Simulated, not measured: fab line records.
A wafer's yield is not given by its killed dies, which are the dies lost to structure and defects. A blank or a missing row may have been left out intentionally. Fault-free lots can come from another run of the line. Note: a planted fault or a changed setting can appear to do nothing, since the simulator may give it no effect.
Which of the tools did it? / flow gf180mcu / 14 lots with 42 wafers sampled at 5 steps, on a route of 602 steps

## WHAT THE GAUGES READ, wafer by wafer
GF_STI_CD_MEAS_12: the cd target is 220 nm. Usual: cdNm reads 219.5 nm (standard deviation 1.4).
lot=L180; measured=day 2 06:11; on=cdSem-02; cdNm (nm)=221.6 220.3 220.7; flag=
lot=L181; measured=day 2 11:38; on=cdSem-02; cdNm (nm)=216.3 219.0 218.7; flag=
lot=L184; measured=day 3 05:53; on=cdSem-02; cdNm (nm)=218.9 218.5 218.5; flag=
lot=L187; measured=day 3 18:59; on=cdSem-02; cdNm (nm)=218.4 217.0 217.5; flag=
lot=L188; measured=day 4 04:32; on=cdSem-02; cdNm (nm)=219.4 218.8 217.8; flag=
lot=L189; measured=day 4 10:44; on=cdSem-01; cdNm (nm)=218.0 218.6 219.4; flag=
lot=L190; measured=day 4 10:58; on=cdSem-02; cdNm (nm)=218.7 219.9 219.9; flag=
lot=L191; measured=day 4 16:50; on=cdSem-02; cdNm (nm)=220.8 219.0 220.0; flag=
lot=L193; measured=day 5 01:44; on=cdSem-01; cdNm (nm)=217.1 218.2 218.4; flag=
lot=L194; measured=day 5 08:28; on=cdSem-01; cdNm (nm)=220.9 222.0 221.1; flag=
lot=L195; measured=day 5 11:56; on=cdSem-01; cdNm (nm)=218.1 219.7 220.0; flag=
lot=L196; measured=day 5 17:05; on=cdSem-02; cdNm (nm)=222.0 221.0 221.2; flag=
lot=L197; measured=day 5 21:24; on=cdSem-01; cdNm (nm)=220.4 220.3 220.2; flag=
lot=L200; measured=day 6 15:02; on=cdSem-01; cdNm (nm)=220.3 221.7 219.0; flag=

GF_VT_IMPLANT_TW_MEAS_32. Usual: VT_IMPLANT_3_TW 267, standard deviation 3.7.
lot=L180; measured=day 7 12:13; on=filmMetro-04; VT_IMPLANT_3_TW=266 267 266; flag=
lot=L181; measured=day 7 13:20; on=filmMetro-01; VT_IMPLANT_3_TW=270 269 271; flag=
lot=L184; measured=day 8 18:41; on=filmMetro-02; VT_IMPLANT_3_TW=263 262 261; flag=
lot=L187; measured=day 9 02:25; on=filmMetro-04; VT_IMPLANT_3_TW=265 267 267; flag=
lot=L188; measured=day 9 12:17; on=filmMetro-02; VT_IMPLANT_3_TW=264 262 262; flag=
lot=L189; measured=day 9 18:22; on=filmMetro-02; VT_IMPLANT_3_TW=263 263 261; flag=
lot=L190; measured=day 9 20:02; on=filmMetro-02; VT_IMPLANT_3_TW=322 324 322; flag=OFF
lot=L191; measured=day 10 01:32; on=filmMetro-01; VT_IMPLANT_3_TW=269 272 270; flag=
lot=L193; measured=day 10 13:43; on=filmMetro-01; VT_IMPLANT_3_TW=271 271 269; flag=
lot=L194; measured=day 11 03:58; on=filmMetro-01; VT_IMPLANT_3_TW=271 272 270; flag=
lot=L195; measured=day 11 04:55; on=filmMetro-01; VT_IMPLANT_3_TW=271 270 271; flag=
lot=L196; measured=day 11 14:22; on=filmMetro-04; VT_IMPLANT_3_TW=266 269 267; flag=
lot=L197; measured=day 11 16:56; on=filmMetro-02; VT_IMPLANT_3_TW=320 322 321; flag=OFF
lot=L200; measured=day 13 01:01; on=filmMetro-02; VT_IMPLANT_3_TW=263 263 263; flag=

GF_POLY_GATE_CD_MEAS_10: the cd target is 280 nm. Usual: cdNm reads 279.8 nm (standard deviation 1.2).
lot=L180; measured=day 9 19:54; on=cdSem-02; cdNm (nm)=279.2 277.0 278.6; flag=
lot=L181; measured=day 9 20:08; on=cdSem-01; cdNm (nm)=280.2 280.0 281.5; flag=
lot=L184; measured=day 11 07:41; on=cdSem-01; cdNm (nm)=279.8 281.0 280.3; flag=
lot=L187; measured=day 11 15:40; on=cdSem-01; cdNm (nm)=280.5 279.8 278.1; flag=
lot=L188; measured=day 12 00:49; on=cdSem-02; cdNm (nm)=279.7 279.9 279.6; flag=
lot=L189; measured=day 12 06:56; on=cdSem-01; cdNm (nm)=281.1 281.5 282.4; flag=
lot=L190; measured=day 12 10:43; on=cdSem-02; cdNm (nm)=281.8 281.6 281.5; flag=
lot=L191; measured=day 12 15:13; on=cdSem-01; cdNm (nm)=280.2 280.1 278.9; flag=
lot=L193; measured=day 13 10:17; on=cdSem-02; cdNm (nm)=280.0 279.7 278.6; flag=
lot=L194; measured=day 13 22:59; on=cdSem-02; cdNm (nm)=281.0 281.2 279.7; flag=
lot=L195; measured=day 13 22:43; on=cdSem-01; cdNm (nm)=277.8 278.6 277.1; flag=
lot=L196; measured=day 14 17:29; on=cdSem-01; cdNm (nm)=279.0 278.5 280.0; flag=
lot=L197; measured=day 14 17:49; on=cdSem-01; cdNm (nm)=280.1 279.8 279.0; flag=
lot=L200; measured=day 15 21:23; on=cdSem-01; cdNm (nm)=281.0 281.9 282.2; flag=

GF_HV_LDD_TW_MEAS_38. Usual: HV_LDD_3_TW 1428, standard deviation 16.
lot=L180; measured=day 12 05:09; on=filmMetro-03; HV_LDD_3_TW=1417 1415 1417; flag=
lot=L181; measured=day 12 05:17; on=filmMetro-02; HV_LDD_3_TW=1409 1409 1409; flag=
lot=L184; measured=day 13 19:20; on=filmMetro-03; HV_LDD_3_TW=1440 1430 1429; flag=
lot=L187; measured=day 14 04:29; on=filmMetro-03; HV_LDD_3_TW=1439 1435 1432; flag=
lot=L188; measured=day 14 18:58; on=filmMetro-02; HV_LDD_3_TW=1409 1413 1415; flag=
lot=L189; measured=day 15 01:52; on=filmMetro-03; HV_LDD_3_TW=1423 1424 1423; flag=
lot=L190; measured=day 15 00:55; on=filmMetro-01; HV_LDD_3_TW=1444 1443 1444; flag=
lot=L191; measured=day 15 09:31; on=filmMetro-01; HV_LDD_3_TW=1439 1448 1455; flag=
lot=L193; measured=day 16 05:57; on=filmMetro-03; HV_LDD_3_TW=1431 1428 1429; flag=
lot=L194; measured=day 16 21:08; on=filmMetro-03; HV_LDD_3_TW=1420 1432 1434; flag=
lot=L195; measured=day 16 21:05; on=filmMetro-01; HV_LDD_3_TW=1439 1439 1433; flag=
lot=L196; measured=day 17 14:39; on=filmMetro-02; HV_LDD_3_TW=1408 1408 1406; flag=
lot=L197; measured=day 17 15:25; on=filmMetro-02; HV_LDD_3_TW=1405 1418 1412; flag=
lot=L200; measured=day 18 20:35; on=filmMetro-01; HV_LDD_3_TW=1447 1448 1443; flag=

## WHICH TOOL RAN EACH LOT (tool, then ch and the chambers of the sampled wafers, then the start)
lot=L180; GF_VT_IMPLANT_IMPLANT_30=implanter-01 ch 0, day 7 11:59
lot=L181; GF_VT_IMPLANT_IMPLANT_30=implanter-01 ch 0, day 7 13:06
lot=L184; GF_VT_IMPLANT_IMPLANT_30=implanter-02 ch 0, day 8 18:26
lot=L187; GF_VT_IMPLANT_IMPLANT_30=implanter-01 ch 0, day 9 02:10
lot=L188; GF_VT_IMPLANT_IMPLANT_30=implanter-02 ch 0, day 9 12:04
lot=L189; GF_VT_IMPLANT_IMPLANT_30=implanter-01 ch 0, day 9 18:07
lot=L190; GF_VT_IMPLANT_IMPLANT_30=implanter-01 ch 0, day 9 19:25
lot=L191; GF_VT_IMPLANT_IMPLANT_30=implanter-02 ch 0, day 10 01:17
lot=L193; GF_VT_IMPLANT_IMPLANT_30=implanter-04 ch 0, day 10 13:29
lot=L194; GF_VT_IMPLANT_IMPLANT_30=implanter-04 ch 0, day 11 03:43
lot=L195; GF_VT_IMPLANT_IMPLANT_30=implanter-01 ch 0, day 11 04:40
lot=L196; GF_VT_IMPLANT_IMPLANT_30=implanter-04 ch 0, day 11 14:08
lot=L197; GF_VT_IMPLANT_IMPLANT_30=implanter-01 ch 0, day 11 16:09
lot=L200; GF_VT_IMPLANT_IMPLANT_30=implanter-02 ch 0, day 13 00:46
- GF_VT_IMPLANT_IMPLANT_30

## AS READ BY THE TOOLS THEMSELVES (means over the sampled wafers that have a number; for cases with no such wafer, the mark the record gives instead)
The record holds no such reading with a usual standard deviation.

## THE ANSWER, worked out from the rows above alone
Rule: a lot counts as off when the mean over its wafers that have a number is more than 3 standard deviations away from the usual mean. Also off: a lot with no number at a reading for which 4 or more lots have one. All remaining lots with rows at the step are treated as sound. First the gauges in route order, then the tools' own readings, where a lot's mean is used as printed above. At the first step where some lot is off, the reading lying furthest off is the one used; lots without a number count as furthest.
Off: at GF_VT_IMPLANT_TW_MEAS_32 (VT_IMPLANT_3_TW), L190, L197.
A tool fits if, at a process step before that reading, it ran every lot that is off, and no sound lot after the first of them. Gauges at GF_VT_IMPLANT_TW_MEAS_32: tried the same way as those tools. Of those tried, none fits.

## WHAT HAD BEEN PUT IN BY THE SIMULATOR
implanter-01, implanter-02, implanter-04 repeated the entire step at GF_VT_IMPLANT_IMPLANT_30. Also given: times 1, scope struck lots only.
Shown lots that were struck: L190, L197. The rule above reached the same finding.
